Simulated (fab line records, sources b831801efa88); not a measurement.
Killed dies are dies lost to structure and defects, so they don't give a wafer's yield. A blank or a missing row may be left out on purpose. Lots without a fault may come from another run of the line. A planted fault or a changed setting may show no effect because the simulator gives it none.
fab line records | flow gf180mcu
record lots=15 wafers=45 last_day=34
route steps=602 shown STI@14 DNWELL@38 VT_IMPLANT@99 POLY_GATE@174
lots that met no fault: from a run of the same line without faults
start_h: hours from the record's first day to the start of the lot's first wafer shown | wait_h: hours since the lot's step before | " the same as in the row above | L1.1+2: a row that stands for several wafers | - no value, or no start given | * or withheld: withheld | < > ~ a bound
route shown NAME@n: a module of which the file shows steps, and the number in the route of the first | usual: mean/standard deviation of fault-free wafers | same: alike in all rows | chamber/n: place in a boat | sites: the reading at each site | _std_site: their standard deviation | _edge_site: outer sites' mean less inner sites' | radius_mm: how far each site lies from the wafer's centre | mask NAME#n: copy n | behind: the tool/chamber that last shaped the wafer | hold: why the lot was held/for how many hours/how that ended | device: the transistor (n, p or np) that didn't switch | end of line: the same wafers' tests at the end of the route | a step without rows: its recipe alone | killed: dies lost to structure and defects at the first sort, not the wafer's yield | map: a wafer's dies, x killed, . not, _ none there
set.NAME: the setting as run; set.NAME@STEP: as run at that earlier step | model.NAME: the simulator's own value behind a step, which no gauge read
steps of the route over a sample of lots; a table a step, a row a wafer
services: from which hour (start_h, from the record's first day; less than 0 if before it) a tool's chamber was out of use, for how many hours, and why
## steps
# step GF_STI_ETCH_13
# recipe chemistry=CHF3/O2 stop_on=Si over_etch_frac=0.3 target_depth_a=2823.1 source_w=600 bias_w=200 pressure_mtorr=40 chf3_flow_sccm=50 O2_flow_sccm=5 time_s=112.9
# usual O2_flow_sccm=5.003/0.015 chf3_flow_sccm=50.01/0.15 drypump_motor_current_A=5.6/0.47 oes_product_au=0.834/0.0068 throttle_valve_pct=8.811/0.0096
# columns lot.wafer tool chamber start_h wait_h O2_flow_sccm chf3_flow_sccm drypump_motor_current_A oes_product_au rf_hours_counter_h throttle_valve_pct
L525.2 rie_diel-02 2 36.84 0.1 5.018 50.10 5.3 0.828 124 8.830
L525.4 " 1 " " 5.026 49.93 5.6 0.824 18 8.809
L525.5 " 2 " " 5.040 50.18 5.3 0.834 - 8.803
L526.3 rie_diel-01 1 41.10 0.1 4.978 50.18 4.8 0.837 130 8.808
L526.5 " 3 " " 4.995 50.05 5.8 0.838 - 8.811
L526.6 " 0 " " 4.988 50.20 5.5 0.841 - 8.823
L527.2 rie_diel-03 2 46.90 0.1 5.012 49.89 6.0 0.826 54 8.809
L527.3 " 3 " " 4.986 49.93 5.3 0.831 157 8.803
L527.4 " 1 " " 5.005 50.03 6.2 0.832 67 8.796
L528.1 rie_diel-01 1 51.54 0.1 5.013 50.01 4.8 0.845 130 8.819
L528.4 " 0 " " 4.989 49.99 5.5 0.834 67 8.832
L528.5 " 0 " " 5.002 50.07 5.5 0.830 - 8.811
L530.1 rie_diel-03 1 61.44 0.1 5.033 49.96 6.2 0.821 67 8.813
L530.2 " 3 " " 4.998 50.08 5.3 0.816 157 8.802
L530.4 " 0 " " 5.008 49.71 5.3 0.830 72 8.812
L531.1 rie_diel-03 1 66.84 0.1 5.038 49.67 6.1 0.826 67 8.825
L531.2 " 3 " " 4.993 49.86 5.3 0.833 157 8.792
L531.3 " 2 " " 5.016 49.90 6.1 0.824 54 8.807
L532.1 rie_diel-02 1 73.39 0.1 4.988 50.09 5.6 0.832 19 8.811
L532.2 " 2 " " 5.020 49.76 5.3 0.834 125 8.821
L532.6 " 2 " " 5.007 49.95 5.3 0.833 - 8.814
L534.1 rie_diel-03 1 82.15 0.1 5.012 50.11 6.2 0.846 68 8.820
L534.3 " 0 " " 4.992 49.89 5.3 0.846 72 8.821
L534.4 " 2 " " 5.008 50.19 6.1 0.837 55 8.813
L535.4 rie_diel-01 1 87.33 0.1 4.996 50.36 4.8 0.834 - 8.810
L535.5 " 0 " " 4.976 50.08 5.5 0.829 - 8.810
L535.6 " 3 " " 5.014 49.71 5.9 0.827 - 8.809
L538.1 rie_diel-03 2 102.69 0.1 4.995 50.29 6.0 0.839 55 8.810
L538.2 " 0 " " 4.987 50.09 5.3 0.832 73 8.806
L538.6 " 2 " " 4.992 50.00 6.1 0.841 - 8.794
L539.1 rie_diel-01 3 108.15 0.1 4.992 49.79 5.9 0.833 138 8.829
L539.3 " 2 " " 5.012 50.09 6.6 0.845 0 8.809
L539.6 " 0 " " 5.007 49.80 5.5 0.838 - 8.827
L540.1 rie_diel-01 0 114.55 0.1 5.003 49.99 5.5 0.832 69 8.817
L540.2 " 1 " " 5.006 49.85 4.8 0.824 132 8.807
L540.5 " 1 " " 4.997 50.06 4.8 0.841 - 8.812
L541.1 rie_diel-02 0 118.89 0.1 4.985 50.17 6.0 0.834 2 8.810
L541.3 " 2 " " 4.982 50.12 5.3 0.831 126 8.805
L541.6 " 3 " " 4.995 49.90 5.5 0.839 - 8.809
L542.3 rie_diel-01 0 122.94 0.1 4.990 49.86 5.5 0.830 69 8.813
L542.5 " 1 " " 5.022 50.13 4.8 0.818 - 8.805
L542.6 " 0 " " 4.991 49.94 5.5 0.833 - 8.811
L545.1 rie_diel-03 0 141.04 0.1 4.985 50.15 5.3 0.846 74 8.807
L545.2 " 2 " " 4.998 50.09 6.0 0.844 56 8.804
L545.5 " 0 " " 5.008 50.08 5.3 0.840 - 8.816
# step GF_DNWELL_DEVELOP_06
# recipe wall_angle_deg=90 develop_time_s=60 dev_temp_c=23
# usual chill_plate_temp_C=23.00/0.11 develop_time_s=60/0 exhaust_pa=45.0/1.1
# columns lot.wafer tool chamber start_h wait_h chill_plate_temp_C develop_time_s exhaust_pa
L525.2 litho_track-02 0 54 - 23.07 60 45.8
L525.4 " 0 " " 23.24 60 43.5
L525.5 " 0 " " 23.07 60 44.5
L526.3 litho_track-02 0 58 - 22.94 60 45.4
L526.5 " 0 " " 23.05 60 45.7
L526.6 " 0 " " 22.84 60 43.1
L527.2 litho_track-02 0 64 - 23.08 60 45.7
L527.3 " 0 " " 23.19 60 46.0
L527.4 " 0 " " 22.92 60 44.4
L528.1 litho_track-01 0 69 - 22.92 60 45.1
L528.4 " 0 " " 22.85 60 43.9
L528.5 " 0 " " 22.92 60 46.3
L530.1 litho_track-02 0 79 - 23.18 60 45.9
L530.2 " 0 " " 23.13 60 46.8
L530.4 " 0 " " 23.14 60 47.4
L531.1 litho_track-02 0 85 - 22.86 60 44.5
L531.2 " 0 " " 22.78 60 46.0
L531.3 " 0 " " 22.98 60 44.6
L532.1 litho_track-03 0 91 - 23.04 60 45.4
L532.2 " 0 " " 23.15 60 45.3
L532.6 " 0 " " 23.10 60 44.6
L534.1 litho_track-02 0 101 - 23.04 60 43.5
L534.3 " 0 " " 22.99 60 43.6
L534.4 " 0 " " 23.10 60 44.2
L535.4 litho_track-02 0 106 - 22.97 60 46.2
L535.5 " 0 " " 22.97 60 46.0
L535.6 " 0 " " 23.00 60 44.5
L538.1 litho_track-03 - 121 - - - -
L538.2 " - " " - - -
L538.6 " - 122 - - - -
L539.1 litho_track-03 - 126 - - - -
L539.3 " - " " - - -
L539.6 " - " " - - -
L540.1 litho_track-02 - 133 - - - -
L540.2 " - " " - - -
L540.5 " - " " - - -
L541.1 litho_track-03 0 138 - 23.00 60 44.6
L541.3 " 0 " " 23.05 60 43.2
L541.6 " 0 139 - 23.07 60 43.0
L542.3 litho_track-02 0 143 - 22.93 60 44.7
L542.5 " 0 " " 23.02 60 44.0
L542.6 " 0 " " 22.94 60 46.0
L545.1 litho_track-03 0 160 - 22.96 60 45.0
L545.2 " 0 " " 22.99 60 44.5
L545.5 " 0 " " 23.03 60 44.3
# step GF_DNWELL_TW_MEAS_09
# usual DNWELL_TW=1369/15
# columns lot.wafer tool chamber start_h wait_h DNWELL_TW
L525.2 film_metro-01 - 54.95 0.1 1389
L525.4 " - " " 1389
L525.5 " - " " 1380
L526.3 film_metro-01 - 58.80 0.1 1375
L526.5 " - " " 1382
L526.6 " - " " 1379
L527.2 film_metro-02 - 64.79 0.1 1346
L527.3 " - " " 1346
L527.4 " - " " 1346
L528.1 film_metro-02 - 70.17 0.1 1356
L528.4 " - " " 1345
L528.5 " - " " 1343
L530.1 film_metro-01 - 79.88 0.1 1378
L530.2 " - " " 1383
L530.4 " - " " 1386
L531.1 film_metro-03 - 86.08 0.1 1378
L531.2 " - " " 1380
L531.3 " - " " 1374
L532.1 film_metro-02 - 91.54 0.1 1354
L532.2 " - " " 1365
L532.6 " - " " 1347
L534.1 film_metro-03 - 101.87 0.1 1378
L534.3 " - " " 1377
L534.4 " - " " 1368
L535.4 film_metro-01 - 107.00 0.1 1371
L535.5 " - " " 1377
L535.6 " - " " 1373
L538.1 film_metro-03 - 122.34 0.1 31
L538.2 " - " " 32
L538.6 " - " " 32
L539.1 film_metro-02 - 127.09 0.1 31
L539.3 " - " " 31
L539.6 " - " " 31
L540.1 film_metro-03 - 134.22 0.1 32
L540.2 " - " " 32
L540.5 " - " " 32
L541.1 film_metro-02 - 139.29 0.1 1338
L541.3 " - " " 1341
L541.6 " - " " 1340
L542.3 film_metro-01 - 143.59 0.1 1372
L542.5 " - " " 1372
L542.6 " - " " 1370
L545.1 film_metro-03 - 160.59 0.1 1393
L545.2 " - " " 1389
L545.5 " - " " 1389
# step GF_VT_IMPLANT_STRIP_09
# recipe chemistry=O2/N2 power_w=1400 pressure_mtorr=1500 platen_temp_c=250 o2_flow_sccm=3000 n2_flow_sccm=300 overash_fraction=0.5
# usual drypump_motor_current_A=5.6/0.42 heater_power_w=329/29 oes_product_au=0.716/0.0048 strip_time_to_endpoint_s=12.62/0.035
# columns lot.wafer tool chamber start_h wait_h drypump_motor_current_A heater_power_w oes_product_au rf_hours_counter_h strip_time_to_endpoint_s
L525.2 plasma_asher-03 0 125.77 0.1 4.8 325 0.719 50 12.65
L525.4 " 0 " " 4.8 333 0.721 - 12.61
L525.5 " 0 " " 4.8 333 0.709 - 12.64
L526.3 plasma_asher-01 0 130.94 0.1 5.7 352 0.719 - 12.63
L526.5 " 0 " " 5.7 354 0.707 - 12.66
L526.6 " 1 " " 5.4 299 0.718 - 12.66
L527.2 plasma_asher-04 0 137.87 0.1 5.9 293 0.728 33 12.61
L527.3 " 0 " " 5.9 288 0.715 - 12.60
L527.4 " 1 " " 6.0 373 0.715 - 12.62
L528.1 plasma_asher-01 0 143.42 0.1 5.7 347 0.717 3 12.64
L528.4 " 1 " " 5.4 295 0.710 - 12.60
L528.5 " 1 " " 5.4 298 0.720 - 12.64
L530.1 plasma_asher-04 1 155.57 0.1 6.0 373 0.715 34 12.59
L530.2 " 0 " " 5.9 283 0.721 34 12.61
L530.4 " 0 " " 5.9 285 0.712 - 12.59
L531.1 plasma_asher-03 1 161.17 0.1 5.8 326 0.705 54 12.62
L531.2 " 0 " " 4.8 334 0.719 54 12.61
L531.3 " 0 " " 4.8 333 0.717 - 12.62
L532.1 plasma_asher-04 1 168.16 0.1 6.0 380 0.718 36 12.58
L532.2 " 0 " " 5.9 289 0.709 36 12.60
L532.6 " 1 " " 6.0 373 0.713 - 12.61
L534.1 plasma_asher-04 1 180.77 0.1 6.0 375 0.724 37 12.59
L534.3 " 1 " " 6.1 380 0.717 - 12.61
L534.4 " 0 " " 5.9 291 0.712 - 12.60
L535.4 plasma_asher-01 0 186.56 0.1 5.7 351 0.718 - 12.64
L535.5 " 1 " " 5.4 294 0.719 - 12.64
L535.6 " 0 " " 5.7 340 0.721 - 12.63
L538.1 plasma_asher-01 1 202.72 0.1 5.4 299 0.720 9 12.64
L538.2 " 0 " " 5.7 345 0.712 9 12.64
L538.6 " 0 " " 5.7 340 0.718 - 12.63
L539.1 plasma_asher-04 1 208.86 0.1 6.0 377 0.718 40 12.62
L539.3 " 0 " " 5.9 284 0.712 - 12.63
L539.6 " 0 " " 5.9 289 0.712 - 12.64
L540.1 plasma_asher-03 1 216.81 0.1 5.8 334 0.725 60 12.62
L540.2 " 0 " " 4.8 333 0.715 60 12.65
L540.5 " 0 " " 4.8 327 0.715 - 12.61
L541.1 plasma_asher-03 1 224.27 0.1 5.8 328 0.709 60 12.62
L541.3 " 1 " " 5.8 329 0.718 - 12.64
L541.6 " 0 " " 4.8 324 0.713 - 12.65
L542.3 plasma_asher-01 0 227.60 0.1 5.7 348 0.717 - 12.59
L542.5 " 0 " " 5.7 339 0.707 - 12.59
L542.6 " 1 " " 5.4 295 0.722 - 12.57
L545.1 plasma_asher-01 1 253.92 0.1 5.4 289 0.718 14 12.64
L545.2 " 0 " " 5.7 346 0.715 14 12.61
L545.5 " 0 " " 5.7 345 0.727 - 12.62
# step GF_POLY_GATE_THK_MEAS_17
# recipe reads=SiO2_of_POLY_GATE_OXIDATION_16
# usual POLY_GATE_OXIDATION_THK=3.98/0.12
# columns lot.wafer tool chamber start_h wait_h POLY_GATE_OXIDATION_THK[nm]
L525.2 film_metro-02 - 215.81 0.0 3.98
L525.4 " - " " 3.98
L525.5 " - " " 4.04
L526.3 film_metro-03 - 223.53 0.0 3.75
L526.5 " - " " 3.74
L526.6 " - " " 3.76
L528.1 film_metro-03 - 236.46 0.0 4.00
L528.4 " - " " 3.94
L528.5 " - " " 4.06
L527.2 film_metro-01 - 236.47 0.0 4.05
L527.3 " - " " 3.92
L527.4 " - " " 3.99
L530.1 film_metro-02 - 256.81 0.0 3.85
L530.2 " - " " 3.82
L530.4 " - " " 3.84
L531.1 film_metro-01 - 256.81 0.0 4.01
L531.2 " - " " 3.97
L531.3 " - " " 3.94
L532.1 film_metro-03 - 270.85 0.0 4.18
L532.2 " - " " 4.26
L532.6 " - " " 4.20
L534.1 film_metro-01 - 285.43 0.0 4.14
L534.3 " - " " 4.17
L534.4 " - " " 4.20
L535.4 film_metro-03 - 289.23 0.0 4.20
L535.5 " - " " 4.06
L535.6 " - " " 4.15
L538.1 film_metro-02 - 307.51 0.0 3.79
L538.2 " - " " 3.85
L538.6 " - " " 3.77
L539.1 film_metro-01 - 312.78 0.0 3.90
L539.3 " - " " 3.86
L539.6 " - " " 3.90
L540.1 film_metro-03 - 320.35 0.0 3.94
L540.2 " - " " 3.92
L540.5 " - " " 3.90
L541.1 film_metro-02 - 327.84 0.0 3.83
L541.3 " - " " 3.92
L541.6 " - " " 3.95
L542.3 film_metro-03 - 338.05 0.0 4.01
L542.5 " - " " 4.00
L542.6 " - " " 3.99
L545.1 film_metro-03 - 367.76 0.0 4.08
L545.2 " - " " 4.07
L545.5 " - " " 4.11
## services
# columns tool chamber start_h hours kind
rie_diel-01 - 32.84 0.7 repair
plasma_asher-03 - 41.43 5.5 repair
rie_diel-01 1 46.33 3.7 repair
rie_diel-02 2 49.73 6.9 repair
rie_diel-02 3 65.53 9.2 repair
rie_diel-01 2 66.43 - clean
rie_diel-01 2 66.43 24.6 scheduled_down
rie_diel-01 2 66.43 24.6 vent_cycle
plasma_asher-03 - 106.92 4.3 repair
plasma_asher-01 - 108.75 9.0 pm
plasma_asher-01 0 108.75 9.0 vent_cycle
plasma_asher-01 1 108.75 9.0 vent_cycle
plasma_asher-01 0 117.75 - clean
plasma_asher-04 - 141.80 3.8 repair
plasma_asher-03 - 144.20 1.6 repair
rie_diel-03 - 145.55 2.8 pm
rie_diel-01 0 155.65 8.2 repair
rie_diel-01 2 174.50 7.4 repair
rie_diel-02 - 187.74 2.8 pm
plasma_asher-01 - 214.95 0.4 repair
rie_diel-02 2 221.64 4.2 repair
plasma_asher-04 - 226.56 9.7 repair
rie_diel-03 1 237.68 5.3 repair
rie_diel-03 - 251.48 4.3 pm
## key
first_sign step=GF_DNWELL_DEVELOP_06 reading=tool_record direction=missing
effect step=GF_DNWELL_TW_MEAS_09 reading=DNWELL_TW direction=down sigmas=88 usual=1369 struck=31
met_at GF_DNWELL_DEVELOP_06
struck_lots L538,L539,L540
sort_left_out L538.1,L538.2,L538.6,L539.1,L539.3,L539.6,L540.1,L540.2,L540.5
tester_left_out L538,L539,L540
not_acting_at GF_STI_ETCH_13,GF_VT_IMPLANT_STRIP_09,GF_POLY_GATE_THK_MEAS_17
onset_between 106 121
fault kind=skipped_step_whole tool=litho_track-02,litho_track-03 chamber=- onset_h=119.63 steps=GF_DNWELL_DEVELOP_06 scope=struck_lots_only
# tester_left_out: of these lots the tester's yield and bins aren't shown, on N5 and GAA mostly nor the transistor test; their killed dies are dies lost to structure and defects alone, not to doping, threshold or leakage, so they don't give the yield
# sort_left_out: the simulated sort isn't trusted on such a fault, so these wafers' sort isn't shown, and their yield isn't known
